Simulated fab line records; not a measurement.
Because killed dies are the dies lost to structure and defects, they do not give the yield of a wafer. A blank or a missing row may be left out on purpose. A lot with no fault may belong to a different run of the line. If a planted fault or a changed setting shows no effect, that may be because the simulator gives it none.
The tool behind it: which one? || flow sky130 || 33 wafers from 11 lots sampled at 2 of the route's 708 steps

WHAT EACH GAUGE READ, for each wafer
Not one reading of a measure or inspect step in the record can be checked against a usual standard deviation.

EACH LOT AND THE TOOL THAT RAN IT (in order: tool; ch and the chambers of the sampled wafers; start)
{"lot": "L142", "SKY_FIELD_ISO_ETCH_17": "rie si-01 ch 1,2,3, day 2 05:50", "SKY_PAD_OPEN_PROBE_99": "-"}
{"lot": "L143", "SKY_FIELD_ISO_ETCH_17": "rie si-01 ch 1,3, day 2 10:23", "SKY_PAD_OPEN_PROBE_99": "-"}
{"lot": "L144", "SKY_FIELD_ISO_ETCH_17": "rie si-02 ch 0,1,3, day 2 15:32", "SKY_PAD_OPEN_PROBE_99": "-"}
{"lot": "L149", "SKY_FIELD_ISO_ETCH_17": "rie si-01 ch 0,3, day 3 18:59", "SKY_PAD_OPEN_PROBE_99": "prober-01, day 48 03:29"}
{"lot": "L151", "SKY_FIELD_ISO_ETCH_17": "rie si-01 ch 1,2, day 4 06:54", "SKY_PAD_OPEN_PROBE_99": "prober-01, day 48 19:41"}
{"lot": "L153", "SKY_FIELD_ISO_ETCH_17": "rie si-01 ch 1,2,3, day 4 14:20", "SKY_PAD_OPEN_PROBE_99": "prober-01, day 49 04:44"}
{"lot": "L154", "SKY_FIELD_ISO_ETCH_17": "rie si-02 ch 0,1,2, day 4 23:30", "SKY_PAD_OPEN_PROBE_99": "prober-01, day 49 15:02"}
{"lot": "L157", "SKY_FIELD_ISO_ETCH_17": "rie si-02 ch 1,2,3, day 5 11:33", "SKY_PAD_OPEN_PROBE_99": "prober-01, day 50 01:41"}
{"lot": "L158", "SKY_FIELD_ISO_ETCH_17": "rie si-02 ch 0,1,2, day 5 17:34", "SKY_PAD_OPEN_PROBE_99": "-"}
{"lot": "L162", "SKY_FIELD_ISO_ETCH_17": "rie si-02 ch 0,1,3, day 6 19:44", "SKY_PAD_OPEN_PROBE_99": "-"}
{"lot": "L165", "SKY_FIELD_ISO_ETCH_17": "rie si-02 ch 0,2, day 7 10:38", "SKY_PAD_OPEN_PROBE_99": "-"}
- SKY_FIELD_ISO_ETCH_17: etches Si in HBr/Cl2/O2, target depth 342 nm, time 97.7 s.
- SKY_PAD_OPEN_PROBE_99

WHAT THE TOOLS THEMSELVES READ (means of the sampled wafers that have a number; where no wafer has one, the mark that the record gives instead)
SKY_FIELD_ISO_ETCH_17. Usual: drypump motor current A 5.8 A, standard deviation 0.36; he backside leak sccm 2.82 sccm, standard deviation 0.19; oes product au 0.999 a.u., standard deviation 0.0076; run length s 125.9 s, standard deviation 0.4; throttle valve pct 25.656 %, standard deviation 0.0094.
{"lot": "L142", "tool": "rie si-01", "drypump motor current A (A)": 5.9, "he backside leak sccm (sccm)": 2.78, "oes product au (a.u.)": 1.001, "run length s (s)": 126.2, "throttle valve pct (%)": 25.658, "flag": ""}
{"lot": "L143", "tool": "rie si-01", "drypump motor current A (A)": 6.0, "he backside leak sccm (sccm)": 2.94, "oes product au (a.u.)": 1.008, "run length s (s)": 125.8, "throttle valve pct (%)": 25.652, "flag": ""}
{"lot": "L144", "tool": "rie si-02", "drypump motor current A (A)": 5.8, "he backside leak sccm (sccm)": 2.86, "oes product au (a.u.)": 1.007, "run length s (s)": 125.6, "throttle valve pct (%)": 25.654, "flag": ""}
{"lot": "L149", "tool": "rie si-01", "drypump motor current A (A)": 6.0, "he backside leak sccm (sccm)": 2.85, "oes product au (a.u.)": 0.991, "run length s (s)": 125.9, "throttle valve pct (%)": 25.659, "flag": ""}
{"lot": "L151", "tool": "rie si-01", "drypump motor current A (A)": 5.8, "he backside leak sccm (sccm)": 2.77, "oes product au (a.u.)": 1.010, "run length s (s)": 120.7, "throttle valve pct (%)": 25.650, "flag": "OFF"}
{"lot": "L153", "tool": "rie si-01", "drypump motor current A (A)": 5.9, "he backside leak sccm (sccm)": 2.86, "oes product au (a.u.)": 1.003, "run length s (s)": 123.5, "throttle valve pct (%)": 25.653, "flag": "OFF"}
{"lot": "L154", "tool": "rie si-02", "drypump motor current A (A)": 5.9, "he backside leak sccm (sccm)": 2.65, "oes product au (a.u.)": 1.006, "run length s (s)": 125.8, "throttle valve pct (%)": 25.654, "flag": ""}
{"lot": "L157", "tool": "rie si-02", "drypump motor current A (A)": 5.6, "he backside leak sccm (sccm)": 2.77, "oes product au (a.u.)": 0.994, "run length s (s)": 125.7, "throttle valve pct (%)": 25.665, "flag": ""}
{"lot": "L158", "tool": "rie si-02", "drypump motor current A (A)": 6.0, "he backside leak sccm (sccm)": 2.83, "oes product au (a.u.)": 0.998, "run length s (s)": 125.7, "throttle valve pct (%)": 25.661, "flag": ""}
{"lot": "L162", "tool": "rie si-02", "drypump motor current A (A)": 5.8, "he backside leak sccm (sccm)": 2.78, "oes product au (a.u.)": 1.006, "run length s (s)": 125.8, "throttle valve pct (%)": 25.654, "flag": ""}
{"lot": "L165", "tool": "rie si-02", "drypump motor current A (A)": 5.8, "he backside leak sccm (sccm)": 2.90, "oes product au (a.u.)": 0.994, "run length s (s)": 125.8, "throttle valve pct (%)": 25.655, "flag": ""}

SKY_PAD_OPEN_PROBE_99. Usual: killed_at_M0_to_M3 44, standard deviation 6.9; killed_at_M4_up 3.1, standard deviation 1.7; killed at contacts 25, standard deviation 5.6; killed at front end 14, standard deviation 4.3; killed at other 0.3, standard deviation 0.51; killed dies 86, standard deviation 9.8; killed open 47, standard deviation 6.5; killed short 39, standard deviation 6.6.
{"lot": "L149", "tool": "prober-01", "killed_at_M0_to_M3": 44, "killed_at_M4_up": 3.7, "killed at contacts": 26, "killed at front end": 22, "killed at other": 0.7, "killed dies": 97, "killed open": 48, "killed short": 49, "flag": ""}
{"lot": "L151", "tool": "prober-01", "killed_at_M0_to_M3": 49, "killed_at_M4_up": 2.0, "killed at contacts": 25, "killed at front end": 10, "killed at other": 0.3, "killed dies": 87, "killed open": 48, "killed short": 39, "flag": ""}
{"lot": "L153", "tool": "prober-01", "killed_at_M0_to_M3": 47, "killed_at_M4_up": 1.3, "killed at contacts": 25, "killed at front end": 12, "killed at other": 0.0, "killed dies": 86, "killed open": 50, "killed short": 36, "flag": ""}
{"lot": "L154", "tool": "prober-01", "killed_at_M0_to_M3": 50, "killed_at_M4_up": 3.7, "killed at contacts": 30, "killed at front end": 14, "killed at other": 0.3, "killed dies": 98, "killed open": 53, "killed short": 45, "flag": ""}
{"lot": "L157", "tool": "prober-01", "killed_at_M0_to_M3": 38, "killed_at_M4_up": 1.7, "killed at contacts": 23, "killed at front end": 12, "killed at other": 1.0, "killed dies": 75, "killed open": 42, "killed short": 33, "flag": ""}

THE ANSWER, worked out from the rows above alone
Rule: a lot counts as off when the mean over its wafers that have a number is more than 3 standard deviations away from the usual mean. Also off: a lot with no number at a reading for which 4 or more lots have one. All remaining lots with rows at the step are treated as sound. The gauges are gone through in route order, then the tools' own readings, and for those a lot's mean is taken as printed above. The first step at which some lot is off is used, and at that step the reading that is off furthest; a lot without a number counts as furthest.
Off at SKY_FIELD_ISO_ETCH_17 (run length s): L151, L153.
If a tool, at that step or one of the process steps before it, ran each lot that is off and ran no sound lot following the first of them, it fits. One fits: SKY_FIELD_ISO_ETCH_17 on rie si-01. A fault onset in the window from L149 (day 3 18:59, its last sound lot) to L151 (day 4 06:54, its first lot off) fits.
On the lots that are off, the tool's own readings at SKY_FIELD_ISO_ETCH_17 differ by more than 5 times the standard deviation of the sound lots' means, which bears it out; run length s reads 122.1 s there versus 125.8 s on the sound lots.

WHAT THE SIMULATOR HAD INSERTED
rie si-01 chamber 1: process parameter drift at SKY_FIELD_ISO_ETCH_17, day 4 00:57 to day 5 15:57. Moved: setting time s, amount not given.
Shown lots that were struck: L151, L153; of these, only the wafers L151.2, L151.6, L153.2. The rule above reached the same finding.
